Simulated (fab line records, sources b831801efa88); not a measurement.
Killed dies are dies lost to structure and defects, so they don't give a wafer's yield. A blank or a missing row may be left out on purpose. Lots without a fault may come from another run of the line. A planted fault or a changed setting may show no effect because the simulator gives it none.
Problem report in the 8D (eight disciplines) form, filled by code | flow sky130 | the parts of the form that need people (team, actions taken, sign-off) are left out

1. THE PROBLEM
SD_N_RS at SKY_SD_N_RS_MEAS_16 reads a mean of 70.31 ohm/sq on 4 wafers of 3 lots; wafers without a fault read 68.54 ohm/sq with a standard deviation of 0.15. That is +12 standard deviations from the usual mean.
The step: measures by four-point-probe.
First seen on wafer L940.2, day 31 02:32, on film_metro-01. The record holds 33 wafers of 12 lots with a number at this step. Rule for "out", or "out of limits": more than 4 standard deviations from the usual mean. The other wafers with a number count as sound.

2. WHAT IT IS AND WHAT IT IS NOT
question                    | is                                          | is not
which readings at this step | SD_N_RS                                     | -
which lots                  | L940, L942, L944                            | L931, L937, L938, L948, L949, L950, L952, L953, L954
which wafers of those lots  | L940.2, L940.5, L942.2, L944.5              | L942.3, L944.3
read on which gauges        | film_metro-01, film_metro-02, film_metro-04 | -
when                        | from day 31 02:32                           | up to then (9 sound wafers); but 20 sound wafers of L942, L944, L948, L949, L950, L952, L953, L954 came after

3. SUSPECTS, AND WHAT RULES EACH OUT
Counting: a tool at a process step up to the reading stays a suspect if it ran every lot that is out. Sound lots after the first of them don't rule it out here, since some wafers of a struck lot are sound.
- the gauge at SKY_SD_N_RS_MEAS_16: ruled out. The wafers that are out were read on 3 gauges (film_metro-01, film_metro-02, film_metro-04).
- implanter-01 at SKY_SD_N_IMPLANT_09: kept. It ran every lot that is out, first L940 (day 31 01:51); its last sound lot up to then is L938 (day 30 07:50). Its own readings are out on those wafers: faraday_current_uA.
Left after counting: implanter-01 at SKY_SD_N_IMPLANT_09.

4. THE CAUSE (what the simulator had put in)
Process parameter drift: implanter-01, from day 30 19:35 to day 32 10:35, at SKY_SD_N_IMPLANT_09. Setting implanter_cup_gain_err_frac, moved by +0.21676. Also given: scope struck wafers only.
Counting left only this tool.

5. THE CHAIN OF EFFECTS, in route order
Each row: a reading whose mean over the struck wafers that have a number lies more than 3 standard deviations from the usual. Only readings for which the record gives a usual standard deviation are gone through. hours: the time from each lot's start at the first step in this table that gives one to its start at this step, as a median over the lots. sigmas: the change in usual standard deviations.
hours | step                | reading                  | usual        | on struck wafers | change | sigmas
0     | SKY_SD_N_IMPLANT_09 | beam_on_s                | 20.2 s       | 17.4             | -2.8   | -4.2
0     | SKY_SD_N_IMPLANT_09 | faraday_current_uA       | 10901        | 12600            | +1699  | +4.9
0     | SKY_SD_N_STRIP_11   | strip_time_to_endpoint_s | 22.54 s      | 21.84            | -0.70  | -13
1     | SKY_SD_N_RS_MEAS_16 | SD_N_RS                  | 68.54 ohm/sq | 70.31            | +1.77  | +12
The process steps in it:
- SKY_SD_N_IMPLANT_09
- SKY_SD_N_STRIP_11: strips in O2/N2.

6. WHAT WOULD HAVE CAUGHT IT SOONER
In this record the first reading out of limits at a measuring or inspecting step was taken at day 31 02:32, 7 hours after the fault began at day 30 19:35.
The tool's own readings at SKY_SD_N_IMPLANT_09 were out on every struck wafer that the step has a row for (faraday_current_uA): an alarm limit on them would have fired on the first of those.
Of the lots that are out (3), L942, L944 began SKY_SD_N_IMPLANT_09 on implanter-01 after day 31 02:32. A hold on the tool at that time would have spared those 2.
